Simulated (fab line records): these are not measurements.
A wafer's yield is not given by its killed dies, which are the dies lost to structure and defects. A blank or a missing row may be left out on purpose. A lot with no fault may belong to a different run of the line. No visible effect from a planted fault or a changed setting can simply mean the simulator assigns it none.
Chamber matching | flow sfq_line | SFQ_TRILAYER_I7_DEP_PECVD_183 on pecvd-04 has 3 sister chambers
The step deposits SiO2 from SiH4/N2O, time 111.11 s, target thk 500 nm. 6 wafers are shown with their chamber, then 7 later ones without.

## WAFERS, EACH WITH ITS CHAMBER
wafer  | chamber | throttle_valve_pct (%) | heater_power_w (W)
L968.1 | 0       | 24.9                   | 73
L968.2 | 1       | 25.5                   | 58
L968.6 | 2       | 23.6                   | 72
L973.3 | 1       | 25.4                   | 70
L973.4 | 0       | 24.9                   | 70
L973.5 | 2       | 23.4                   | 77

## WAFERS WITHOUT THEIR CHAMBER
wafer  | throttle_valve_pct (%) | heater_power_w (W)
L980.3 | 22.7                   | 73
L980.4 | 22.5                   | 63
L982.4 | 23.2                   | 84
L982.5 | 22.7                   | 70
L984.2 | 23.7                   | 68
L984.3 | 23.0                   | 72
L984.4 | 23.9                   | 54

## EACH ONE'S CHAMBER
wafer  | from the rows above | in truth
L980.3 | 2                   | 2
L980.4 | 2                   | 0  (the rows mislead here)
L982.4 | 2                   | 2
L982.5 | 2                   | 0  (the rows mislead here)
L984.2 | 2                   | 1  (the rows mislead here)
L984.3 | 2                   | 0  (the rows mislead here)
L984.4 | 2                   | 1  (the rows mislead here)
Placed correctly: 2 of 7. Not placeable from these rows: 0. Placed wrongly: 5.
How it was worked out, from the rows above alone: a wafer's distance from a chamber is the root of the sum, over the readings, of the square of ((its reading less the chamber's mean) divided by the reading's scatter). The wafer belongs to the nearest chamber; if the next one is less than 2 further off, it can't be placed. For every chamber, the mean is computed from those of its wafers that are shown. The scatter: the root of (the sum of the squares of (reading less its chamber's mean) over the shown wafers, divided by (wafers less chambers)).
